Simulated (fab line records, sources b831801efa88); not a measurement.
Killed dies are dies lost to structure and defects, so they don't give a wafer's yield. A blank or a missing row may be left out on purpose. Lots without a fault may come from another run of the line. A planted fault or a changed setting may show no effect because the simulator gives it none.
fab line records | flow gf180mcu
record lots=14 wafers=42 last_day=34
route steps=602 shown CONTACT@310 V1@359 V2@408 M3@413
lots that met no fault: from a run of the same line without faults
start_h: hours from the record's first day to the start of the lot's first wafer shown | wait_h: hours since the lot's step before | " the same as in the row above | L1.1+2: a row that stands for several wafers | - no value, or no start given | * or withheld: withheld | < > ~ a bound
route shown NAME@n: a module of which the file shows steps, and the number in the route of the first | usual: mean/standard deviation of fault-free wafers | same: alike in all rows | chamber/n: place in a boat | sites: the reading at each site | _std_site: their standard deviation | _edge_site: outer sites' mean less inner sites' | radius_mm: how far each site lies from the wafer's centre | mask NAME#n: copy n | behind: the tool/chamber that last shaped the wafer | hold: why the lot was held/for how many hours/how that ended | device: the transistor (n, p or np) that didn't switch | end of line: the same wafers' tests at the end of the route | a step without rows: its recipe alone | killed: dies lost to structure and defects at the first sort, not the wafer's yield | map: a wafer's dies, x killed, . not, _ none there
set.NAME: the setting as run; set.NAME@STEP: as run at that earlier step | model.NAME: the simulator's own value behind a step, which no gauge read
steps of the route over a sample of lots; a table a step, a row a wafer
services: from which hour (start_h, from the record's first day; less than 0 if before it) a tool's chamber was out of use, for how many hours, and why
## steps
# step GF_CONTACT_SPUTTER_23
# recipe material=TiN target_thk_nm=10 chamber_pressure_pa=5 power_w=4000 time_s=40
# usual cathode_dc_power_W=4000.0/0.69 chamber_pressure_pa=4.999/0.011 throttle_valve_pct=30.3/0.69
# same time_s=40
# columns lot.wafer tool chamber start_h wait_h cathode_dc_power_W chamber_pressure_pa throttle_valve_pct
L958.1 pvd_sputter-04 - 371.83 0.0 4000.8 4.997 30.2
L958.3 " - " " 3999.9 5.010 30.6
L958.4 " - " " 4000.6 4.999 30.5
L959.1 pvd_sputter-02 - 381.37 0.0 4000.3 4.995 30.9
L959.2 " - " " 3999.4 5.000 29.9
L959.5 " - " " 4000.2 5.003 31.0
L961.1 pvd_sputter-02 - 397.07 0.0 3999.3 5.008 30.1
L961.5 " - " " 3999.7 5.002 30.6
L961.6 " - " " 3999.5 5.002 29.9
L962.3 pvd_sputter-04 - 410.88 0.0 4000.2 4.982 30.4
L962.4 " - " " 4001.0 5.007 30.2
L962.6 " - " " 4000.4 4.990 28.5
L964.3 pvd_sputter-04 - 429.49 0.0 4001.3 4.990 28.7
L964.5 " - " " 3999.7 4.998 28.4
L964.6 " - " " 4000.8 5.009 30.3
L970.1 pvd_sputter-02 - 481.11 0.0 3999.8 5.011 30.9
L970.3 " - " " 4000.5 5.007 30.7
L970.6 " - " " 4000.7 5.000 30.5
L971.2 pvd_sputter-02 - 484.53 0.0 4000.6 5.001 30.3
L971.3 " - " " 4000.3 5.010 30.2
L971.5 " - " " 3999.7 5.009 31.0
L972.1 pvd_sputter-04 - 499.12 0.0 4000.3 4.989 30.1
L972.4 " - " " 3999.4 5.019 28.8
L972.5 " - " " 3998.7 4.997 30.1
L973.1 pvd_sputter-02 - 501.17 0.0 4000.2 4.997 30.0
L973.3 " - " " 4000.1 4.993 30.7
L973.6 " - " " 4000.2 5.004 31.2
L974.1 pvd_sputter-04 - 511.87 0.0 4000.0 4.989 30.4
L974.4 " - " " 4000.0 4.988 28.6
L974.5 " - " " 3998.3 5.000 28.7
L976.3 pvd_sputter-03 - 528.57 0.0 3999.0 5.011 31.4
L976.4 " - " " 3999.8 5.025 29.1
L976.5 " - " " 4000.2 4.986 30.9
L978.1 pvd_sputter-04 - 546.26 0.0 3999.7 4.998 28.5
L978.2 " - " " 3999.1 4.995 30.3
L978.6 " - " " 4000.3 5.007 30.3
L979.1 pvd_sputter-02 - 553.46 0.0 4000.0 4.984 30.9
L979.3 " - " " 4000.4 5.003 30.6
L979.6 " - " " 3999.9 4.998 30.2
L980.1 pvd_sputter-02 - 562.43 0.0 3999.7 4.975 30.4
L980.2 " - " " 4000.6 4.986 30.6
L980.6 " - " " 4001.0 5.007 29.8
# step GF_V1_RS_MEAS_24
# recipe thk_meas_gauge=four-point-probe reads=W_of_V1_CVD_23+TiN_of_V1_SPUTTER_22+Ti_of_V1_SPUTTER_21
# usual V1_W_RS=0.3269/0.003
# columns lot.wafer tool chamber start_h wait_h V1_W_RS[ohm/sq]
L958.1 film_metro-04 - 422.11 0.1 0.3246
L958.3 " - " " 0.3251
L958.4 " - " " 0.3263
L959.1 film_metro-04 - 431.54 0.2 0.3293
L959.2 " - " " 0.3273
L959.5 " - " " 0.3281
L961.1 film_metro-02 - 448.55 0.1 0.3284
L961.5 " - " " 0.3233
L961.6 " - " " 0.3264
L962.3 film_metro-04 - 462.61 0.1 0.3297
L962.4 " - " " 0.3273
L962.6 " - " " 0.3285
L964.3 film_metro-03 - 480.42 0.1 0.3269
L964.5 " - " " 0.3245
L964.6 " - " " 0.3231
L970.1 film_metro-04 - 531.16 0.1 0.3232
L970.3 " - " " 0.3305
L970.6 " - " " 0.3266
L971.2 film_metro-04 - 535.14 0.1 0.3223
L971.3 " - " " 0.3243
L971.5 " - " " 0.3293
L972.1 film_metro-04 - 547.93 0.1 0.3289
L972.4 " - " " 0.3263
L972.5 " - " " 0.3321
L973.1 film_metro-03 - 551.82 0.1 0.3217
L973.3 " - " " 0.3244
L973.6 " - " " 0.3225
L974.1 film_metro-03 - 559.89 0.1 0.3217
L974.4 " - " " 0.3250
L974.5 " - " " 0.3246
L976.3 film_metro-04 - 575.92 0.1 0.3271
L976.4 " - " " 0.3236
L976.5 " - " " 0.3255
L978.1 film_metro-02 - 593.43 0.1 0.3283
L978.2 " - " " 0.3269
L978.6 " - " " 0.3253
L979.1 film_metro-04 - 599.74 0.1 0.3290
L979.3 " - " " 0.3308
L979.6 " - " " 0.3297
L980.1 film_metro-02 - 607.97 0.1 0.3342
L980.2 " - " " 0.3280
L980.6 " - " " 0.3336
# step GF_V2_CMP_26
# recipe stop_on=SiO2 down_force_psi=3.5 platen_rpm=60 t_overpolish_s=15 target_thk_nm=0 pad_velocity_m_s=0.94248
# usual motor_current_A=11.0/1.3 overpolish_run_s=15.000/0.0083 time_to_endpoint_s=82.6/2.8
# same t_overpolish_s=15
# columns lot.wafer tool chamber start_h wait_h motor_current_A overpolish_run_s time_to_endpoint_s
L958.3 cmp-01 3 473.50 0.0 10.0 14.999 86.7
L958.4 " 0 " " 10.1 15.005 80.3
L958.1 " 1 " " 10.8 15.000 82.0
L959.2 cmp-01 3 483.20 0.0 10.1 15.008 86.1
L959.1 " 2 " " 11.0 14.987 80.3
L959.5 " 0 " " 10.0 15.003 84.6
L961.1 cmp-01 1 499.83 0.1 10.5 15.012 85.9
L961.6 " 0 " " 10.6 15.001 79.7
L961.5 " 1 " " 10.7 14.990 86.0
L962.3 cmp-01 0 513.15 0.0 10.1 14.998 84.4
L962.4 " 2 " " 11.0 15.004 76.5
L962.6 " 0 " " 10.0 15.000 77.7
L964.3 cmp-02 2 529.45 0.0 11.8 14.991 79.4
L964.5 " 2 " " 12.3 15.012 80.3
L964.6 " 3 " " 12.9 15.012 81.1
L970.3 cmp-02 0 578.84 0.0 9.9 14.990 82.8
L970.1 " 3 " " 13.3 14.989 82.2
L970.6 " 1 " " 10.5 14.991 80.4
L971.2 cmp-02 3 581.91 0.0 13.1 15.014 81.7
L971.3 " 1 " " 10.6 14.998 80.7
L971.5 " 3 " " 13.5 15.011 81.7
L972.4 cmp-02 2 594.45 0.0 11.7 15.004 80.1
L972.1 " 3 " " 13.1 15.007 80.8
L972.5 " 2 " " 12.3 14.995 78.9
L973.1 cmp-01 2 598.35 0.1 11.4 15.007 83.8
L973.3 " 3 " " 10.3 14.993 88.9
L973.6 " 2 " " 11.0 15.008 84.7
L974.1 cmp-02 2 606.10 0.1 11.9 15.004 78.4
L974.4 " 3 " " 13.7 14.997 80.5
L974.5 " 2 " " 11.6 15.008 75.8
L976.3 cmp-02 2 621.13 0.0 11.8 14.995 77.6
L976.4 " 3 " " 13.3 15.006 81.8
L976.5 " 3 " " 13.5 15.004 86.2
L978.2 cmp-02 3 636.77 0.0 13.4 14.983 80.4
L978.1 " 1 " " 10.7 15.005 80.9
L978.6 " 3 " " 14.2 15.004 79.0
L979.1 cmp-01 1 643.03 0.1 10.2 15.012 85.3
L979.3 " 2 " " 10.9 15.001 82.5
L979.6 " 0 " " 9.7 14.999 81.0
L980.2 cmp-01 3 650.55 0.0 9.9 14.996 86.4
L980.1 " 1 " " 10.4 15.005 82.9
L980.6 " 3 " " 10.5 15.001 83.6
# step GF_M3_SPUTTER_04
# recipe material=TiN target_thk_nm=50 power_w=6500 time_s=41.7 chamber_pressure_pa=0.4
# usual cathode_dc_power_W=6500.0/1.1 chamber_pressure_pa=0.4000/0.00069 throttle_valve_pct=30.0/0.77 time_s=41.7/0
# columns lot.wafer tool chamber start_h wait_h cathode_dc_power_W chamber_pressure_pa throttle_valve_pct time_s
L958.1 pvd_sputter-03 - 473.98 0.0 6499.7 0.3996 31.2 41.7
L958.3 " - " " 6499.8 0.4008 29.2 41.7
L958.4 " - " " 6499.8 0.3994 30.5 41.7
L959.1 pvd_sputter-01 - 483.69 0.0 6501.2 0.3983 29.3 41.7
L959.2 " - " " 6501.2 0.4009 29.8 41.7
L959.5 " - " " 6500.9 0.4003 30.3 41.7
L961.1 pvd_sputter-04 - 500.26 0.0 - - - -
L961.5 " - " " - - - -
L961.6 " - " " - - - -
L962.3 pvd_sputter-01 - 513.63 0.0 - - - -
L962.4 " - " " - - - -
L962.6 " - " " - - - -
L964.3 pvd_sputter-04 - 529.93 0.0 6499.5 0.4009 30.4 41.7
L964.5 " - " " 6499.2 0.4008 30.2 41.7
L964.6 " - " " 6499.1 0.4003 30.2 41.7
L970.1 pvd_sputter-01 - 579.32 0.0 6497.6 0.3996 29.2 41.7
L970.3 " - " " 6501.5 0.4007 29.8 41.7
L970.6 " - " " 6499.9 0.3985 30.4 41.7
L971.2 pvd_sputter-01 - 582.40 0.0 6498.5 0.4007 29.2 41.7
L971.3 " - " " 6500.2 0.3992 29.7 41.7
L971.5 " - " " 6501.6 0.3991 30.0 41.7
L972.1 pvd_sputter-01 - 594.93 0.0 6500.7 0.4000 30.0 41.7
L972.4 " - " " 6500.4 0.3998 29.2 41.7
L972.5 " - " " 6501.5 0.4002 29.8 41.7
L973.1 pvd_sputter-01 - 598.78 0.0 6500.7 0.3995 30.1 41.7
L973.3 " - " " 6501.5 0.4001 30.3 41.7
L973.6 " - " " 6502.2 0.4011 29.1 41.7
L974.1 pvd_sputter-04 - 606.58 0.0 6499.2 0.3989 30.2 41.7
L974.4 " - " " 6498.8 0.3998 30.2 41.7
L974.5 " - " " 6500.6 0.3993 30.2 41.7
L976.3 pvd_sputter-01 - 621.61 0.0 6498.6 0.3995 30.0 41.7
L976.4 " - " " 6499.6 0.3995 29.5 41.7
L976.5 " - " " 6499.4 0.3990 29.9 41.7
L978.1 pvd_sputter-03 - 637.25 0.0 6499.7 0.3997 31.5 41.7
L978.2 " - " " 6500.2 0.3993 31.0 41.7
L978.6 " - " " 6503.2 0.4005 31.7 41.7
L979.1 pvd_sputter-04 - 643.46 0.0 6500.8 0.4007 30.3 41.7
L979.3 " - " " 6500.1 0.3999 30.3 41.7
L979.6 " - " " 6500.2 0.4009 30.1 41.7
L980.1 pvd_sputter-03 - 651.03 0.0 6499.7 0.4010 31.7 41.7
L980.2 " - " " 6501.6 0.3998 29.1 41.7
L980.6 " - " " 6499.7 0.4004 30.5 41.7
# step GF_M3_THK_MEAS_06
# recipe thk_meas_gauge=xrf reads=AlCu_of_M3_SPUTTER_02
# usual M3_ALCU_THK=439/5
# columns lot.wafer tool chamber start_h wait_h M3_ALCU_THK[nm]
L958.1 film_metro-01 - 474.14 0.1 438
L958.3 " - " " 436
L958.4 " - " " 438
L959.1 film_metro-04 - 483.84 0.1 438
L959.2 " - " " 438
L959.5 " - " " 438
L961.1 film_metro-04 - 500.42 0.1 482
L961.5 " - " " 482
L961.6 " - " " 487
L962.3 film_metro-04 - 513.81 0.1 493
L962.4 " - " " 489
L962.6 " - " " 494
L964.3 film_metro-03 - 530.11 0.1 450
L964.5 " - " " 448
L964.6 " - " " 447
L970.1 film_metro-04 - 579.48 0.1 436
L970.3 " - " " 437
L970.6 " - " " 446
L971.2 film_metro-04 - 582.56 0.1 432
L971.3 " - " " 430
L971.5 " - " " 430
L972.1 film_metro-04 - 595.09 0.1 437
L972.4 " - " " 434
L972.5 " - " " 435
L973.1 film_metro-04 - 598.94 0.1 434
L973.3 " - " " 437
L973.6 " - " " 437
L974.1 film_metro-03 - 606.74 0.1 433
L974.4 " - " " 434
L974.5 " - " " 436
L976.3 film_metro-04 - 621.79 0.1 433
L976.4 " - " " 432
L976.5 " - " " 436
L978.1 film_metro-04 - 637.41 0.1 435
L978.2 " - " " 435
L978.6 " - " " 435
L979.1 film_metro-04 - 643.62 0.1 443
L979.3 " - " " 443
L979.6 " - " " 437
L980.1 film_metro-04 - 651.19 0.1 435
L980.2 " - " " 442
L980.6 " - " " 441
# step GF_M3_METAL_ETCH_16
# recipe chemistry=Cl2/BCl3 mask_material=KrF target_depth_nm=627.5 stop_on=SiO2 pressure_mtorr=8 icp_w=800 bias_w=140 Cl2_flow_sccm=80 bcl3_flow_sccm=40 time_s=104.6
# usual drypump_motor_current_A=6.00/0.25 he_backside_leak_sccm=3.40/0.28 oes_product_au=0.972/0.0064 throttle_valve_pct=28.248/0.01
# same time_s=104.6
# columns lot.wafer tool chamber start_h wait_h drypump_motor_current_A he_backside_leak_sccm oes_product_au rf_hours_counter_h throttle_valve_pct
L958.1 rie_metal-02 1 498.25 0.0 5.98 3.61 0.970 12 28.252
L958.3 " 1 " " 5.98 3.52 0.970 - 28.239
L958.4 " 0 " " 6.14 3.48 0.972 - 28.260
L959.1 rie_metal-02 0 507.60 0.0 6.14 3.37 0.980 11 28.250
L959.2 " 1 " " 5.99 3.50 0.980 12 28.273
L959.5 " 0 " " 6.15 3.27 0.973 - 28.251
L961.1 rie_metal-03 0 523.65 0.0 6.40 3.36 0.990 11 28.227
L961.5 " 1 " " 5.63 3.34 0.983 - 28.235
L961.6 " 0 " " 6.41 3.22 0.993 - 28.228
L962.3 rie_metal-04 1 537.02 0.1 5.71 3.17 0.989 - 28.239
L962.4 " 0 " " 5.92 3.72 1.002 - 28.215
L962.6 " 1 " " 5.69 3.25 0.988 - 28.242
L964.3 rie_metal-04 1 552.34 0.1 5.69 3.56 0.980 - 28.240
L964.5 " 0 " " 5.96 3.24 0.987 - 28.237
L964.6 " 1 " " 5.67 3.18 0.985 - 28.237
L970.1 rie_metal-02 1 600.69 0.0 5.98 3.55 0.969 2 28.254
L970.3 " 1 " " 5.98 3.63 0.965 - 28.241
L970.6 " 1 " " 5.97 3.44 0.975 - 28.253
L971.2 rie_metal-03 0 603.97 0.1 6.42 3.22 0.965 - 28.266
L971.3 " 0 " " 6.40 3.34 0.961 - 28.254
L971.5 " 0 " " 6.41 3.29 0.960 - 28.250
L972.1 rie_metal-02 0 616.09 0.0 6.16 3.39 0.970 1 28.245
L972.4 " 0 " " 6.14 3.41 0.968 - 28.268
L972.5 " 0 " " 6.15 3.42 0.968 - 28.254
L973.1 rie_metal-03 0 619.69 0.0 6.44 3.29 0.969 1 28.245
L973.3 " 1 " " 5.67 3.07 0.974 - 28.246
L973.6 " 1 " " 5.67 3.38 0.959 - 28.255
L974.1 rie_metal-02 1 626.49 0.0 5.99 3.36 0.968 3 28.264
L974.4 " 0 " " 6.16 3.52 0.967 - 28.263
L974.5 " 0 " " 6.15 3.49 0.959 - 28.244
L976.3 rie_metal-02 0 641.62 0.1 6.15 3.36 0.975 - 28.259
L976.4 " 1 " " 5.97 3.45 0.960 - 28.255
L976.5 " 1 " " 5.97 3.28 0.968 - 28.261
L978.1 rie_metal-03 0 657.63 0.0 6.40 3.32 0.966 2 28.244
L978.2 " 1 " " 5.66 3.39 0.961 1 28.254
L978.6 " 0 " " 6.40 3.18 0.972 - 28.247
L979.1 rie_metal-03 0 663.58 0.0 6.40 3.35 0.973 2 28.234
L979.3 " 0 " " 6.40 3.23 0.974 - 28.233
L979.6 " 0 " " 6.40 3.38 0.972 - 28.236
L980.1 rie_metal-02 1 670.59 0.0 5.99 3.44 0.967 4 28.243
L980.2 " 0 " " 6.14 3.40 0.973 3 28.228
L980.6 " 0 " " 6.14 3.37 0.981 - 28.259
## services
# columns tool chamber start_h hours kind
pvd_sputter-02 2 357.28 - consumable_replace:kit
pvd_sputter-02 2 357.28 18.0 scheduled_down
pvd_sputter-02 2 357.28 18.0 vent_cycle
cmp-02 - 362.26 0.2 repair
pvd_sputter-01 - 387.58 1.8 repair
cmp-01 - 395.40 13.1 repair
cmp-01 - 408.54 4.0 pm
cmp-01 - 412.54 - consumable_replace:conditioner
cmp-01 - 412.54 - consumable_replace:pad
cmp-01 - 432.85 0.3 repair
cmp-02 - 482.59 1.3 repair
rie_metal-04 1 493.65 5.0 repair
cmp-02 - 510.26 17.4 pm
pvd_sputter-01 0 521.11 - consumable_replace:kit
cmp-02 - 534.16 1.7 repair
cmp-01 - 542.74 15.3 pm
cmp-01 - 565.78 4.6 repair
cmp-02 - 567.36 0.5 repair
cmp-02 - 572.00 4.0 pm
rie_metal-04 - 586.69 1.0 repair
pvd_sputter-04 - 612.29 5.0 repair
rie_metal-04 0 625.40 8.5 repair
cmp-02 - 630.74 3.7 pm
pvd_sputter-02 - 636.51 1.5 repair
## key
first_sign step=GF_M3_SPUTTER_04 reading=tool_record direction=missing
effect step=GF_M3_THK_MEAS_06 reading=M3_ALCU_THK direction=up sigmas=9.8 usual=439 struck=488
effect step=GF_M3_METAL_ETCH_16 reading=oes_product_au direction=up sigmas=2.9 usual=0.972 struck=0.991 wafers_moved=5
met_at GF_M3_SPUTTER_04
struck_lots L961,L962
later_rows_left_out L961.1,L961.5,L961.6,L962.3,L962.4,L962.6
sort_left_out L961.1,L961.5,L961.6,L962.3,L962.4,L962.6
not_acting_at GF_CONTACT_SPUTTER_23,GF_V1_RS_MEAS_24,GF_V2_CMP_26
onset_between 483.69 500.26
fault kind=skipped_step_whole tool=pvd_sputter-01,pvd_sputter-04 chamber=- onset_h=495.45 steps=GF_M3_SPUTTER_04 scope=struck_lots_only
# sort_left_out: the simulated sort isn't trusted on such a fault, so these wafers' sort isn't shown, and their yield isn't known
# later_rows_left_out: the simulator's readings of these wafers behind a module that went badly wrong aren't trusted and aren't shown, but for the sort
